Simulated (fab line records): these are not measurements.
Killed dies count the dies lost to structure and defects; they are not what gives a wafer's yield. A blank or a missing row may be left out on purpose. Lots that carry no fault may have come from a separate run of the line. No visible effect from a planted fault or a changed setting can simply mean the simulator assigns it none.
fab line records	flow sky130
[record] lots = 6	wafers = 18	lastDay = 50
route steps=708 shown SONOS_ONO@176 GATE_OXIDE@187 POLY_GATE@204 PAD_OPEN@708
lots that met no fault: from a run of the same line without faults
startH: hours from the record's first day to the start of the lot's first wafer shown	waitH: time in hours since the lot's previous step	" the same as in the row above	L1.1+2: a single row standing in for several wafers	- no value, or no start given	* or withheld: withheld	< > ~ a bound
route shown NAME@n: NAME is a module with steps in the file, n the number in the route of the first one	usual: average and standard deviation across the fault-free wafers	same: alike in all rows	chamber/n: place in a boat	sites: readings site by site	_std_site: their standard deviation	_edge_site: the outer-site mean with the inner-site mean subtracted	radiusMm: for every site, how far away it sits from the centre of the wafer	mask NAME#n: copy n	behind: the last tool/chamber to shape the wafer	hold: cause of the lot's hold/its duration in hours/its outcome	device: whichever transistor did not switch (one of n, p or np)	end of line: the same wafers' tests at the end of the route	a step without rows: its recipe alone	killed: dies that structure and defects cost at the first sort, which is not the same as the wafer's yield	map: a wafer's dies, x killed, . not, _ none there
set.NAME: the setting as run; set.NAME@STEP: as run at that earlier step	model.NAME: the simulator's own value behind a step, which no gauge read
certain route steps with their lots: each step a table, each wafer a row
services: the hour from which a tool's chamber was out of use, counted from the record's first day as startH (under 0 if before that day), plus the number of hours and why
[[steps]]
[step SKY_SONOS_ONO_COAT_08]
[recipe] resist = NOVOLAK	spinRpm = 3000	resistThkNm = 1140
[step SKY_SONOS_ONO_SOFTBAKE_09]
[recipe] tempC = 90	timeS = 60	resist = NOVOLAK
[step SKY_SONOS_ONO_EXPOSE_10]
[recipe] maskId = ONOM	targetCdNm = 410	na = 0.6	sourceShape = conventional	sigmaOuter = 0.6	doseMj = 150
[step SKY_SONOS_ONO_PEB_11]
[recipe] tempC = withheld	timeS = *	resist = NOVOLAK
[step SKY_SONOS_ONO_DEVELOP_12]
[recipe] developTimeS = 60	devTempC = 23
[step SKY_SONOS_ONO_CD_MEAS_13]
[recipe] targetCdNm = 410
[usual] cdNm = 409.3/2.3
lot.wafer	tool	chamber	startH	waitH	cdNm
L197.1	cdSem-02	-	288.36	0.1	411.5
L197.4	"	-	"	"	411.2
L197.5	"	-	"	"	412.6
L208.2	cdSem-02	-	382.23	0.1	408.4
L208.4	"	-	"	"	408.6
L208.5	"	-	"	"	408.0
L207.2	cdSem-01	-	382.35	0.1	405.1
L207.3	"	-	"	"	405.9
L207.6	"	-	"	"	405.0
L214.2	cdSem-01	-	434.74	0.1	408.8
L214.3	"	-	"	"	406.2
L214.5	"	-	"	"	409.3
L217.3	cdSem-01	-	465.42	0.1	410.6
L217.4	"	-	"	"	411.6
L217.5	"	-	"	"	410.6
L218.2	cdSem-02	-	483.20	0.1	410.9
L218.4	"	-	"	"	410.8
L218.6	"	-	"	"	410.0
[step SKY_SONOS_ONO_OVL_MEAS_14]
[usual] SONOS_ONO_OVL = 1.4/1.4
lot.wafer	tool	chamber	startH	waitH	SONOS_ONO_OVL[nm]
L197.1	overlay-01	-	288.48	0.1	2.6
L197.4	"	-	"	"	4.7
L197.5	"	-	"	"	3.3
L208.2	overlay-01	-	382.34	0.1	2.5
L208.4	"	-	"	"	2.4
L208.5	"	-	"	"	1.2
L207.2	overlay-02	-	382.46	0.1	2.8
L207.3	"	-	"	"	2.9
L207.6	"	-	"	"	1.9
L214.2	overlay-01	-	434.85	0.1	0.9
L214.3	"	-	"	"	1.2
L214.5	"	-	"	"	1.2
L217.3	overlay-02	-	465.51	0.1	0.3
L217.4	"	-	"	"	-0.2
L217.5	"	-	"	"	0.9
L218.2	overlay-02	-	483.31	0.1	0.8
L218.4	"	-	"	"	0.0
L218.6	"	-	"	"	1.0
[step SKY_SONOS_ONO_ETCH_15]
[recipe] targetDepthNm = 19.52	chemistry = CHF3/O2	sourceW = 600	biasW = 200	pressureMtorr = 40	chf3FlowSccm = 50	O2_flow_sccm = 5	timeS = 7.8
[usual] drypumpMotorCurrentA = 5.8/0.46	oesProductAu = 1.006/0.0096	throttleValvePct = 8.826/0.0099
lot.wafer	tool	chamber	startH	waitH	drypumpMotorCurrentA	oesProductAu	rfHoursCounterH	throttleValvePct
L197.1	rieDiel-04	3	288.52	0.0	6.1	0.994	3	8.825
L197.4	"	0	"	"	5.5	1.014	0	8.830
L197.5	"	1	"	"	6.1	1.009	-	8.819
L208.2	rieDiel-04	3	382.37	0.0	6.1	0.993	5	8.830
L208.4	"	0	"	"	5.5	1.018	2	8.851
L208.5	"	3	"	"	6.1	1.005	-	8.823
L207.2	rieDiel-02	1	382.49	0.0	5.9	1.010	1	8.806
L207.3	"	0	"	"	5.2	0.993	2	8.838
L207.6	"	1	"	"	5.9	1.007	-	8.829
L214.2	rieDiel-04	2	434.88	0.0	5.4	1.008	48	8.807
L214.3	"	1	"	"	6.2	1.015	101	8.835
L214.5	"	0	"	"	5.5	1.021	-	8.814
L217.3	rieDiel-02	2	465.54	0.0	5.2	0.994	75	8.822
L217.4	"	1	"	"	5.9	0.998	2	8.836
L217.5	"	1	"	"	5.9	0.995	-	8.822
L218.2	rieDiel-01	2	483.34	0.0	6.5	1.011	17	8.831
L218.4	"	3	"	"	5.4	1.006	5	8.834
L218.6	"	0	"	"	6.4	1.001	-	8.840
[step SKY_SONOS_ONO_WET_ETCH_16]
[recipe] chemistry = dHF	targetDepthNm = 14	dry = n2Spin	target = SiO2	dilution = 100:1	tempC = 25	timeS = 280
[step SKY_SONOS_ONO_STRIP_17]
[recipe] chemistry = O2/N2	powerW = 1400	pressureMtorr = 1500	platenTempC = withheld	o2FlowSccm = 3000	n2FlowSccm = 300	overashFraction = 0.5
[usual] drypumpMotorCurrentA = 5.8/0.46	n2FlowSccm = 300.2/0.96	oesProductAu = 0.710/0.0047	stripTimeToEndpointS = 14.08/0.044
lot.wafer	tool	chamber	startH	waitH	drypumpMotorCurrentA	n2FlowSccm	oesProductAu	rfHoursCounterH	stripTimeToEndpointS
L197.1	plasmaAsher-04	1	288.71	0.0	6.1	298.8	0.707	57	14.10
L197.4	"	1	"	"	6.0	299.3	0.712	-	14.03
L197.5	"	0	"	"	6.1	301.2	0.710	-	14.06
L208.2	plasmaAsher-04	1	382.49	0.0	6.0	300.6	0.710	67	14.04
L208.4	"	0	"	"	6.1	299.4	0.705	-	14.05
L208.5	"	0	"	"	6.1	298.5	0.711	-	14.08
L207.2	plasmaAsher-01	0	382.60	0.0	5.2	301.2	0.713	69	14.01
L207.3	"	1	"	"	5.2	301.0	0.711	-	14.03
L207.6	"	1	"	"	5.2	300.1	0.713	-	13.99
L214.2	plasmaAsher-04	1	434.99	0.0	6.1	299.6	0.721	72	14.09
L214.3	"	0	"	"	6.1	300.0	0.710	-	14.11
L214.5	"	0	"	"	6.1	300.4	0.720	-	14.07
L217.3	plasmaAsher-01	0	465.68	0.0	5.2	300.2	0.709	-	14.04
L217.4	"	1	"	"	5.2	298.1	0.715	-	14.06
L217.5	"	1	"	"	5.2	300.3	0.720	-	14.01
L218.2	plasmaAsher-01	0	483.44	0.0	5.2	300.8	0.706	5	14.13
L218.4	"	0	"	"	5.2	299.1	0.716	-	14.11
L218.6	"	0	"	"	5.2	299.0	0.712	-	14.11
[step SKY_SONOS_ONO_WET_ETCH_18]
[recipe] chemistry = H3PO4	targetDepthNm = 15	target = Si3N4	tempC = 160	timeS = 172
[step SKY_GATE_OXIDE_CLEAN_00]
[recipe] chemistry = SC1/SC2	mix = 1:4:20	tempC = 70	timeS = 150	dry = n2Spin
[step SKY_GATE_OXIDE_OXIDATION_01]
[recipe] tempC = 900	ambient = O2	stabiliseS = 600	purgeS = 300	targetThkA = 102.68	oxTimeS = 1473
[usual] oxTimeS = 1473/0	spikeTcCentreC = 900.5/1.2
lot.wafer	tool	chamber	startH	waitH	oxTimeS	spikeTcCentreC	model.SiO2_of_GATE_OXIDE_OXIDATION_01.thkNm
L197.1	furnace-02	0	289.16	0.0	1473	902.6	10.35
L197.4	"	0	"	"	1473	901.0	10.18
L197.5	"	0	"	"	1473	898.5	10.29
L207.2	furnace-02	0	383.59	0.8	662.85	899.6	5.7
L207.3	"	0	"	"	662.85	900.7	5.766
L207.6	"	0	"	"	662.85	900.8	6.015
L208.2	furnace-02	0	383.59	0.9	662.85	899.1	5.509
L208.4	"	0	"	"	662.85	899.9	5.535
L208.5	"	0	"	"	662.85	900.0	5.509
L214.2	furnace-01	0	436.47	1.3	1473	902.0	10.54
L214.3	"	0	"	"	1473	900.8	10.49
L214.5	"	0	"	"	1473	901.2	10.48
L217.3	furnace-02	0	465.85	0.0	1473	899.0	10.51
L217.4	"	0	"	"	1473	899.6	10.32
L217.5	"	0	"	"	1473	900.7	10.36
L218.2	furnace-02	0	483.65	0.0	1473	899.5	10.45
L218.4	"	0	"	"	1473	900.5	10.35
L218.6	"	0	"	"	1473	900.3	10.43
[step SKY_GATE_OXIDE_THK_MEAS_02]
[recipe] reads = SiO2_of_GATE_OXIDE_OXIDATION_01
[usual] GATE_OXIDE_OXIDATION_00_THK = 10.27/0.19
lot.wafer	tool	chamber	startH	waitH	GATE_OXIDE_OXIDATION_00_THK[nm]
L197.1	filmMetro-04	-	290.57	0.0	10.36
L197.4	"	-	"	"	10.11
L197.5	"	-	"	"	10.24
L208.2	filmMetro-04	-	385.01	0.0	5.48
L208.4	"	-	"	"	5.51
L208.5	"	-	"	"	5.52
L207.2	filmMetro-02	-	385.04	0.0	5.75
L207.3	"	-	"	"	5.78
L207.6	"	-	"	"	6.08
L214.2	filmMetro-03	-	437.89	0.0	10.46
L214.3	"	-	"	"	10.47
L214.5	"	-	"	"	10.47
L217.3	filmMetro-04	-	467.28	0.0	10.49
L217.4	"	-	"	"	10.34
L217.5	"	-	"	"	10.40
L218.2	filmMetro-03	-	485.07	0.0	10.44
L218.4	"	-	"	"	10.38
L218.6	"	-	"	"	10.44
[step SKY_GATE_OXIDE_DEHYDRATE_03]
[recipe] tempC = 200	timeS = 60
[step SKY_GATE_OXIDE_HMDS_04]
[recipe] primeTimeS = 60	primeTempC = 120
[step SKY_GATE_OXIDE_COAT_05]
[recipe] resist = NOVOLAK	spinRpm = 3000	resistThkNm = 1140
[step SKY_GATE_OXIDE_SOFTBAKE_06]
[recipe] tempC = 90	timeS = 60	resist = NOVOLAK
[step SKY_GATE_OXIDE_EXPOSE_07]
[recipe] maskId = LVOM	na = 0.6	sourceShape = conventional	sigmaOuter = 0.6	polarization = unpolarized	targetCdNm = 600	doseMj = 170
[step SKY_GATE_OXIDE_PEB_08]
[recipe] tempC = withheld	timeS = *	resist = NOVOLAK
[step SKY_GATE_OXIDE_DEVELOP_09]
[recipe] resist = NOVOLAK	developer = TMAH	developTimeS = 60	devTempC = 23
[step SKY_GATE_OXIDE_OVL_MEAS_10]
[usual] GATE_OXIDE_OVL = 0.0/1.6
lot.wafer	tool	chamber	startH	waitH	GATE_OXIDE_OVL[nm]
L197.1	overlay-01	-	315.27	0.1	2.4
L197.4	"	-	"	"	1.4
L197.5	"	-	"	"	2.6
L208.2	overlay-02	-	413.38	0.1	-1.3
L208.4	"	-	"	"	1.6
L208.5	"	-	"	"	-0.8
L207.2	overlay-02	-	413.59	0.1	-0.9
L207.3	"	-	"	"	-0.3
L207.6	"	-	"	"	1.7
L214.2	overlay-01	-	467.63	0.1	-2.9
L214.3	"	-	"	"	-2.1
L214.5	"	-	"	"	-2.3
L217.3	overlay-01	-	498.03	0.1	1.4
L217.4	"	-	"	"	-2.5
L217.5	"	-	"	"	-1.2
L218.2	overlay-01	-	514.23	0.1	0.7
L218.4	"	-	"	"	1.7
L218.6	"	-	"	"	0.6
[step SKY_GATE_OXIDE_IMPLANT_11]
[recipe] species = B	energyKev = 9.949	doseCm2 = 2.6e+12	tiltDeg = withheld
[step SKY_GATE_OXIDE_WET_ETCH_12]
[recipe] chemistry = dHF	targetDepthNm = 16.8	dry = n2Spin	target = SiO2	dilution = 100:1	tempC = 25	timeS = 336
[step SKY_GATE_OXIDE_STRIP_13]
[recipe] chemistry = O2/N2	powerW = 1400	pressureMtorr = 1500	platenTempC = withheld	o2FlowSccm = 3000	n2FlowSccm = 300	overashFraction = 0.5
[usual] drypumpMotorCurrentA = 6.0/0.35	n2FlowSccm = 300.0/0.92	oesProductAu = 0.715/0.0049	stripTimeToEndpointS = 14.17/0.037
lot.wafer	tool	chamber	startH	waitH	drypumpMotorCurrentA	n2FlowSccm	oesProductAu	rfHoursCounterH	stripTimeToEndpointS
L197.1	plasmaAsher-03	0	315.68	0.0	5.9	300.4	0.708	19	14.18
L197.4	"	1	"	"	6.5	300.0	0.711	-	14.16
L197.5	"	1	"	"	6.5	298.2	0.723	-	14.15
L208.2	plasmaAsher-02	1	413.67	0.0	5.5	300.4	0.709	58	14.13
L208.4	"	1	"	"	5.5	300.7	0.723	-	14.17
L208.5	"	1	"	"	5.5	301.2	0.716	-	14.14
L207.2	plasmaAsher-04	0	413.87	0.0	6.0	298.6	0.711	70	14.12
L207.3	"	0	"	"	6.0	299.1	0.717	-	14.13
L207.6	"	0	"	"	6.0	299.2	0.720	-	14.13
L214.2	plasmaAsher-04	0	467.91	0.0	6.0	301.1	0.714	75	14.23
L214.3	"	1	"	"	6.0	299.6	0.713	-	14.24
L214.5	"	1	"	"	6.0	299.1	0.713	-	14.25
L217.3	plasmaAsher-03	1	498.34	0.0	6.5	299.6	0.714	-	14.17
L217.4	"	0	"	"	5.9	300.7	0.719	-	14.19
L217.5	"	0	"	"	5.9	300.9	0.717	-	14.15
L218.2	plasmaAsher-03	1	514.51	0.0	6.5	299.4	0.712	40	14.21
L218.4	"	0	"	"	5.9	298.5	0.713	-	14.18
L218.6	"	1	"	"	6.5	301.4	0.716	-	14.22
[step SKY_GATE_OXIDE_TW_MEAS_14]
[usual] GATE_OXIDE_TW = 224.8/1.7
lot.wafer	tool	chamber	startH	waitH	GATE_OXIDE_TW
L197.1	filmMetro-03	-	315.78	0.1	225.5
L197.4	"	-	"	"	225.3
L197.5	"	-	"	"	225.3
L208.2	filmMetro-02	-	413.78	0.1	224.7
L208.4	"	-	"	"	223.6
L208.5	"	-	"	"	225.7
L207.2	filmMetro-04	-	413.98	0.1	228.0
L207.3	"	-	"	"	226.8
L207.6	"	-	"	"	228.3
L214.2	filmMetro-02	-	468.02	0.1	224.0
L214.3	"	-	"	"	224.7
L214.5	"	-	"	"	224.3
L217.3	filmMetro-02	-	498.43	0.1	222.9
L217.4	"	-	"	"	222.8
L217.5	"	-	"	"	222.3
L218.2	filmMetro-02	-	514.62	0.1	223.1
L218.4	"	-	"	"	223.0
L218.6	"	-	"	"	222.5
[step SKY_GATE_OXIDE_CLEAN_15]
[recipe] chemistry = SC1/SC2	mix = 1:4:20	tempC = 70	timeS = 150	dry = n2Spin
[step SKY_GATE_OXIDE_OXIDATION_16]
[recipe] tempC = 800	ambient = O2	idleTempC = 700	rampUpCPerMin = 10	rampDownCPerMin = 3	stabiliseS = 600	purgeS = 300	targetThkA = 35.7	oxTimeS = 1915
[usual] oxTimeS = 1915/0	spikeTcCentreC = 800.9/1.1
lot.wafer	tool	chamber	startH	waitH	oxTimeS	spikeTcCentreC	model.SiO2_of_GATE_OXIDE_OXIDATION_01.thkNm
L197.1	furnace-01	0	316.63	0.7	1915	802.5	11.71
L197.4	"	0	"	"	1915	802.5	11.57
L197.5	"	0	"	"	1915	800.8	11.66
L207.2	furnace-01	0	414.54	0.5	1915	800.7	7.46
L207.3	"	0	"	"	1915	800.7	7.507
L207.6	"	0	"	"	1915	799.0	7.753
L208.2	furnace-01	0	414.54	0.7	1915	803.0	7.271
L208.4	"	0	"	"	1915	801.4	7.27
L208.5	"	0	"	"	1915	800.4	7.271
L214.2	furnace-02	0	468.12	0.0	1915	801.3	11.85
L214.3	"	0	"	"	1915	800.1	11.78
L214.5	"	0	"	"	1915	800.3	11.78
L217.3	furnace-01	0	498.52	0.0	1915	802.1	11.83
L217.4	"	0	"	"	1915	801.6	11.67
L217.5	"	0	"	"	1915	801.4	11.68
L218.2	furnace-02	0	514.72	0.0	1915	799.8	11.75
L218.4	"	0	"	"	1915	800.1	11.67
L218.6	"	0	"	"	1915	799.3	11.75
[step SKY_POLY_GATE_CVD_00]
[recipe] material = poly-Si	targetThkNm = 180	tempC = 620	timeS = 720	pressureMtorr = 200
[step SKY_PAD_OPEN_PROBE_99]
[usual] killed_at_M0_to_M3 = 42/6.9	killed_at_M4_up = 3.2/1.7	killedAtContacts = 25/5.1	killedAtFrontEnd = 15/4.5	killedAtOther = 0.4/0.63	killedDies = 86/9.3	killedOpen = 46/7	killedShort = 39/6.9
[same] grossDies = 492	killedAtBackSide = 0
lot.wafer	tool	chamber	startH	waitH	killed_at_M0_to_M3	killed_at_M4_up	killedAtContacts	killedAtFrontEnd	killedAtOther	killedDies	killedOpen	killedShort	model.etest.nfet_16v.rOnOhmUm	model.etest.pfet_16v.rOnOhmUm	model.etest.pfetG5v0d10v5.rOnOhmUm	model.etest.tipSonos.rsOhmSq	model.etest.nfetG5v0d10v5.rOnOhmUm	model.etest.nfetG5v0d10v5.driveUaUm	model.etest.nfet_05v0_nvt.driveUaUm	model.etest.tipP.rsOhmSq
L197.1	prober-02	-	1079.68	0.1	50	6	24	9	0	89	56	33	1.414e+04	1.517e+04	4793	2756	1890	603.5	572.4	6792
L197.4	prober-02	-	1079.83	0.2	38	2	24	5	2	71	36	34	1.404e+04	1.502e+04	4726	2705	1865	611.7	578.5	6776
L197.5	prober-02	-	1079.88	0.2	45	3	25	10	0	83	49	33	1.4e+04	1.434e+04	4684	2691	1872	608.5	580.5	6766
L208.2	prober-01	-	1149.68	0.1	32	4	25	13	2	76	39	37	1.149e+04	1.352e+04	3810	1981	1486	929.2	840.3	6757
L208.4	prober-01	-	1149.78	0.2	38	3	23	16	0	80	47	33	1.154e+04	1.378e+04	3904	1980	1499	918.2	832.8	6696
L208.5	prober-01	-	1149.83	0.2	42	2	23	12	1	80	47	33	1.149e+04	1.345e+04	3866	1998	1493	922.6	835.5	6707
L207.2	prober-02	-	1153.58	0.1	39	4	25	21	0	89	47	42	1.176e+04	1.377e+04	3816	1994	1492	912.4	831.2	6637
L207.3	prober-02	-	1153.63	0.2	51	2	26	14	0	93	40	52	1.184e+04	1.353e+04	3884	1997	1501	905.3	823.3	6676
L207.6	prober-02	-	1153.78	0.2	34	3	33	22	1	93	37	55	1.186e+04	1.385e+04	3910	2040	1532	875.7	797.6	6676
L214.2	prober-02	-	1180.69	0.1	44	0	22	17	0	83	50	33	1.436e+04	1.534e+04	4754	2799	1899	591.8	566.9	6880
L214.3	prober-02	-	1180.74	0.2	46	4	20	12	0	82	36	46	1.437e+04	1.518e+04	4783	2741	1902	592.7	569.1	6861
L214.5	prober-02	-	1180.84	0.2	38	2	30	11	0	81	49	32	1.428e+04	1.488e+04	4814	2765	1909	592.7	563.1	6856
L217.3	prober-01	-	1198.19	0.2	42	3	22	10	1	78	39	39	1.429e+04	1.592e+04	4733	2725	1891	588.5	563.5	6847
L217.4	prober-01	-	1198.24	0.2	34	4	42	17	0	97	52	44	1.426e+04	1.551e+04	4712	2643	1888	596	572.6	6923
L217.5	prober-01	-	1198.29	0.2	42	4	30	21	0	97	54	43	1.416e+04	1.537e+04	4748	2672	1896	597.9	567.1	6876
L218.2	prober-01	-	1208.08	0.1	47	2	30	13	0	92	53	39	1.409e+04	1.504e+04	4797	2633	1899	598.1	572.4	6871
L218.4	prober-01	-	1208.18	0.2	46	4	28	7	0	85	40	45	1.411e+04	1.455e+04	4793	2596	1890	603	573.7	6801
L218.6	prober-01	-	1208.28	0.2	45	2	27	22	0	96	48	48	1.406e+04	1.465e+04	4762	2628	1882	601.9	574.6	6814
// killed by level:class
L197.1 VIA1:geometricParticle:open=14 CONTACT:geometricParticle:open=9 VIA2:geometricParticle:open=8 LI_CONTACT:geometricParticle:open=7 CONTACT:geometricParticle:short=6 METAL2:geometricParticle:short=6 VIA3:geometricParticle:short=6 VIA3:geometricParticle:open=6
L197.4 LI_CONTACT:geometricParticle:open=9 VIA2:geometricParticle:open=8 VIA1:geometricParticle:short=7 CONTACT:geometricParticle:open=5 VIA1:geometricParticle:open=5 VIA3:geometricParticle:open=5 CONTACT:geometricParticle:short=4 LI_CONTACT:geometricParticle:short=3
L197.5 VIA1:geometricParticle:open=12 LI_CONTACT:geometricParticle:open=11 VIA3:geometricParticle:open=10 VIA2:geometricParticle:open=8 CONTACT:geometricParticle:short=6 METAL2:geometricParticle:short=4 POLY_GATE:geometricParticle:short=3 LI_CONTACT:geometricParticle:short=3
L208.2 VIA1:geometricParticle:open=11 CONTACT:geometricParticle:short=7 LI_CONTACT:geometricParticle:open=6 VIA3:geometricParticle:open=6 LOCAL_INTERCONNECT:geometricParticle:short=5 FIELD_ISO:geometricParticle:short=4 CONTACT:geometricParticle:open=4 VIA1:geometricParticle:short=4
L208.4 VIA1:geometricParticle:open=9 LI_CONTACT:geometricParticle:open=7 CONTACT:geometricParticle:open=7 FIELD_ISO:geometricParticle:open=6 VIA2:geometricParticle:open=6 FIELD_ISO:geometricParticle:short=5 LOCAL_INTERCONNECT:geometricParticle:short=5 VIA1:geometricParticle:short=5
L208.5 LI_CONTACT:geometricParticle:open=10 VIA1:geometricParticle:open=10 FIELD_ISO:geometricParticle:open=7 VIA1:geometricParticle:short=7 VIA3:geometricParticle:open=6 CONTACT:geometricParticle:open=5 CONTACT:geometricParticle:short=4 METAL1:geometricParticle:short=4
L207.2 CONTACT:geometricParticle:short=10 VIA1:geometricParticle:open=9 FIELD_ISO:geometricParticle:short=7 LI_CONTACT:geometricParticle:open=7 VIA2:geometricParticle:open=7 VIA3:geometricParticle:open=7 FIELD_ISO:geometricParticle:open=6 METAL1:geometricParticle:short=6
L207.3 CONTACT:geometricParticle:open=8 METAL1:geometricParticle:short=8 VIA1:geometricParticle:open=8 LOCAL_INTERCONNECT:geometricParticle:short=7 METAL2:geometricParticle:short=7 VIA2:geometricParticle:open=6 VIA1:geometricParticle:short=5 VIA3:geometricParticle:open=5
L207.6 CONTACT:geometricParticle:open=10 LOCAL_INTERCONNECT:geometricParticle:short=10 METAL1:geometricParticle:short=8 FIELD_ISO:geometricParticle:short=7 METAL3:geometricParticle:short=7 POLY_GATE:geometricParticle:short=5 POLY_GATE:geometricParticle:open=4 VIA3:geometricParticle:open=4
L214.2 CONTACT:geometricParticle:open=10 VIA3:geometricParticle:open=10 VIA1:geometricParticle:open=9 VIA2:geometricParticle:open=9 POLY_GATE:geometricParticle:short=6 LOCAL_INTERCONNECT:geometricParticle:short=5 METAL1:geometricParticle:short=5 POLY_GATE:geometricParticle:open=4
L214.3 VIA1:geometricParticle:open=12 VIA1:geometricParticle:short=8 CONTACT:geometricParticle:short=7 METAL2:geometricParticle:short=7 LI_CONTACT:geometricParticle:open=6 METAL1:geometricParticle:short=4 VIA2:geometricParticle:short=4 METAL4:geometricParticle:short=4
L214.5 CONTACT:geometricParticle:open=10 LI_CONTACT:geometricParticle:open=9 CONTACT:geometricParticle:short=8 VIA1:geometricParticle:open=7 METAL2:geometricParticle:short=7 VIA2:geometricParticle:open=6 VIA1:geometricParticle:short=6 POLY_GATE:geometricParticle:open=5
L217.3 LI_CONTACT:geometricParticle:open=8 VIA1:geometricParticle:open=8 METAL1:geometricParticle:short=7 CONTACT:geometricParticle:short=6 VIA3:geometricParticle:open=6 VIA2:geometricParticle:open=6 VIA3:geometricParticle:short=6 CONTACT:geometricParticle:open=5
L217.4 CONTACT:geometricParticle:open=16 LI_CONTACT:geometricParticle:open=11 FIELD_ISO:geometricParticle:short=8 VIA3:geometricParticle:open=8 VIA1:geometricParticle:open=6 VIA2:geometricParticle:open=6 LOCAL_INTERCONNECT:geometricParticle:short=5 METAL1:geometricParticle:short=5
L217.5 CONTACT:geometricParticle:open=11 LI_CONTACT:geometricParticle:open=9 VIA1:geometricParticle:open=9 FIELD_ISO:geometricParticle:short=6 METAL2:geometricParticle:short=6 VIA2:geometricParticle:open=6 VIA3:geometricParticle:open=6 VIA1:geometricParticle:short=5
L218.2 VIA1:geometricParticle:open=15 CONTACT:geometricParticle:short=9 CONTACT:geometricParticle:open=8 METAL1:geometricParticle:short=8 LI_CONTACT:geometricParticle:open=7 VIA3:geometricParticle:open=6 VIA2:geometricParticle:open=4 POLY_GATE:geometricParticle:open=3
L218.4 VIA1:geometricParticle:open=12 LI_CONTACT:geometricParticle:open=7 CONTACT:geometricParticle:short=6 METAL1:geometricParticle:short=6 CONTACT:geometricParticle:open=6 LOCAL_INTERCONNECT:geometricParticle:short=6 VIA1:geometricParticle:short=6 METAL2:geometricParticle:short=6
L218.6 VIA1:geometricParticle:open=11 LOCAL_INTERCONNECT:geometricParticle:short=8 LI_CONTACT:geometricParticle:open=7 CONTACT:geometricParticle:short=7 METAL1:geometricParticle:short=7 POLY_GATE:geometricParticle:short=6 VIA3:geometricParticle:open=6 CONTACT:geometricParticle:open=5
[[services]]
tool	chamber	startH	hours	kind
rieDiel-04	3	292.26	9.9	repair
furnace-01	-	300.65	2.7	pm
rieDiel-01	0	307.99	43.6	repair
rieDiel-02	-	334.21	21.7	repair
plasmaAsher-01	-	335.35	4.2	repair
plasmaAsher-03	-	336.64	6.1	repair
plasmaAsher-04	-	338.96	2.3	repair
rieDiel-02	-	346.74	1.2	repair
furnace-02	-	380.46	3.1	pm
rieDiel-04	1	390.74	4.7	repair
rieDiel-02	-	396.50	15.6	pm
plasmaAsher-03	-	405.95	3.6	repair
plasmaAsher-01	-	421.25	9.0	pm
rieDiel-02	1	428.35	3.4	repair
furnace-01	-	432.66	3.8	pm
rieDiel-02	1	434.06	8.6	repair
plasmaAsher-04	-	436.79	7.9	repair
furnace-02	-	438.22	4.0	pm
furnace-01	-	468.90	3.9	pm
plasmaAsher-04	-	478.81	6.4	repair
plasmaAsher-04	-	493.44	28.1	pm
furnace-02	-	496.09	14.8	pm
rieDiel-02	2	504.62	3.5	repair
rieDiel-04	3	505.87	12.1	repair
[[key]]
[firstSign] step = SKY_GATE_OXIDE_OXIDATION_01	reading = oxTimeS	direction = down	sigmas = 99+	usual = *	struck = *
[effect] step = SKY_GATE_OXIDE_THK_MEAS_02	reading = GATE_OXIDE_OXIDATION_00_THK	direction = down	sigmas = 24	usual = 10.27	struck = 5.68
[modelEffect] step = SKY_GATE_OXIDE_OXIDATION_01	value = SiO2_of_GATE_OXIDE_OXIDATION_01.thkNm	without = 10.09	struck = 5.672
[modelEffect] step = SKY_GATE_OXIDE_OXIDATION_16	value = SiO2_of_GATE_OXIDE_OXIDATION_01.thkNm	without = 11.45	struck = 7.422
[modelEffect] step = SKY_PAD_OPEN_PROBE_99	value = etest.nfet_16v.rOnOhmUm	without = 1.377e+04	struck = 1.166e+04
metAt SKY_GATE_OXIDE_OXIDATION_01
struckWafers L207.2,L207.3,L207.6,L208.2,L208.4,L208.5
testerLeftOut L207,L208
onsetBetween 289.16 383.59
[fault] kind = processParameterDrift	tool = furnace-02	chamber = -	onsetH = 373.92	steps = SKY_GATE_OXIDE_OXIDATION_01	channel = oxTimeS	offset = *	shape = step	endH = 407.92	actsIn = *	stated = *
// testerLeftOut: of these lots the tester's yield and bins aren't shown, on N5 and GAA mostly nor the transistor test; their killed dies are dies lost to structure and defects alone, not to doping, threshold or leakage, so they don't give the yield
